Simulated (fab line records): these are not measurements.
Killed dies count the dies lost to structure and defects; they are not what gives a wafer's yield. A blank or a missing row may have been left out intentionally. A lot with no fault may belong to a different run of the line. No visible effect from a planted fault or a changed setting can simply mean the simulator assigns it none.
A struck lot beside a sound one	flow sky130	15 out of 708 route steps
Sound: wafers L698.2, L698.4, L698.6. Struck: wafer L692.3 (left out: L692.6, a lot-mate that was not struck); the cause follows at the end.
Per side, at each step with rows, come the tool, then ch with its chambers, and then its first start. Under that, the readings that differ: sound wafers	struck wafers	difference of the means	sigmas: that difference in standard deviations of wafers without a fault.
alike: readings with means less than 2 such deviations apart, plus words and numbers identical on both sides. not compared: withheld readings, readings lacking a value on some wafer, bounds such as >300 that could conceal the same value, and numbers that have no deviation in the record and whose values overlap.
Wherever a step has rows on one side only, a row that says differs or no value, or a row with sigmas, the two part there. Non-overlapping numbers with no deviation appear without sigmas and do not part them. Lack of a reading on every wafer of one side parts them only where that side has two or more wafers.

first, 8 steps without rows for these wafers: SKY_FIELD_ISO_DEHYDRATE_05 (time 60 s); SKY_FIELD_ISO_HMDS_06 (prime time 60 s); SKY_FIELD_ISO_COAT_07 (resist thk 60 nm); SKY_FIELD_ISO_COAT_08 (resist thk 450 nm); SKY_FIELD_ISO_SOFTBAKE_09 (time 90 s); SKY_FIELD_ISO_EXPOSE_10 (exposes mask FOM, target cd 150 nm); SKY_FIELD_ISO_PEB_11; SKY_FIELD_ISO_DEVELOP_12 (develop time 60 s).
SKY_FIELD_ISO_CD_MEAS_13 targets a cd of 150 nm.
  struck on cd-sem-02, day 4 03:53; sound on cd-sem-02, day 5 12:43
  alike: cd-nm
SKY_FIELD_ISO_ETCH_14: etches BARC in N2/H2, stops on SiO2, time 45.9 s, target depth 60 nm.
  sound on rie-diel-01 ch 0,1, day 5 12:49; struck on rie-diel-01 ch 0, day 4 03:58
  alike: drypump-motor-current-A, oes-product-au, run-length-s, throttle-valve-pct
  not compared: rf-hours-counter-h
SKY_FIELD_ISO_ETCH_15: etches the open film in CHF3/O2, stops on Si, target depth 180 nm, time 72 s.
  sound on rie-diel-01 ch 0,1, day 5 12:51; struck on rie-diel-01 ch 0, day 4 04:00
reading	sound	struck	difference	sigmas
oes-product-au (a.u.)	0.939 0.944 0.944	0.960	+0.018	+3
  alike: drypump-motor-current-A, run-length-s, throttle-valve-pct
  not compared: rf-hours-counter-h
SKY_FIELD_ISO_STRIP_16: strips in O2/N2.
  sound on plasma-asher-02 ch 0, day 5 12:55; struck on plasma-asher-01 ch 1, day 4 04:05
  alike: drypump-motor-current-A, oes-product-au, strip-time-to-endpoint-s
  not compared: rf-hours-counter-h
SKY_FIELD_ISO_ETCH_17: etches Si in HBr/Cl2/O2, target depth 342 nm, time 97.7 s.
  sound on rie-si-02 ch 0,1,2, day 5 13:01; struck on rie-si-01 ch 0, day 4 04:10
reading	sound	struck	difference	sigmas
drypump-motor-current-A (A)	5.2 5.4 5.0	6.5	+1.3	+2
run-length-s (s)	125.7 126.1 126.3	115.5	-10.5	-24
model.etch.depth-nm (nm)	350.6 344.4 346.5	303.9	-43.3	
model.FIELD_ISO.feature-depth-nm (nm)	350.6 344.4 346.5	303.9	-43.3	
  alike: oes-product-au, throttle-valve-pct
  not compared: rf-hours-counter-h
then, 1 step without rows for these wafers: SKY_FIELD_ISO_WET_ETCH_18 (etches Si3N4 in H3PO4, target depth 25 nm, time 286 s).
-- record jumps: 44 days separate the struck wafers' starts on either side; left off in module FIELD_ISO, taken up again in module PAD_OPEN, whose first shown step is the route's number 708 --
SKY_PAD_OPEN_PROBE_99:
  struck on prober-02, day 47 19:05; sound on prober-02, day 49 05:29
reading	sound	struck	difference	sigmas
killed-at-front-end	17 8 13	25	+12	+2
model.etest.res_p_drift_20v.line-ohm-um	1.12e+04 1.082e+04 1.092e+04	9831	-1149	
model.etest.res_p_drift_20v.rs-ohm-sq	9355 9050 9260	8251	-971	
model.etest.pfet_16v.r-on-ohm-um	1.573e+04 1.535e+04 1.562e+04	1.426e+04	-1.307e+03	
model.etest.res-iso-pwell.rs-ohm-sq	3468 3283 3374	2404	-971	
model.etest.res-iso-pwell.line-ohm-um	1326 1227 1281	911.5	-366.5	
model.etest.res-nwell.line-ohm-um	1088 1060 1085	1030	-48	
model.etest.res-nwell.rs-ohm-sq	936.1 910.6 922.1	859	-64	
model.etest.pfet_16v.drive-ua-um	238.6 246 244.1	251.7	+8.8	
  alike: killed_at_M0_to_M3, killed_at_M4_up, killed-at-contacts, killed-at-other, killed-dies, killed-on-rim, killed-open, killed-short

## WHERE THEY PART
Last at SKY_PAD_OPEN_PROBE_99 as far as this record goes, first at SKY_FIELD_ISO_ETCH_15.

WHY: what had been put in by the simulator
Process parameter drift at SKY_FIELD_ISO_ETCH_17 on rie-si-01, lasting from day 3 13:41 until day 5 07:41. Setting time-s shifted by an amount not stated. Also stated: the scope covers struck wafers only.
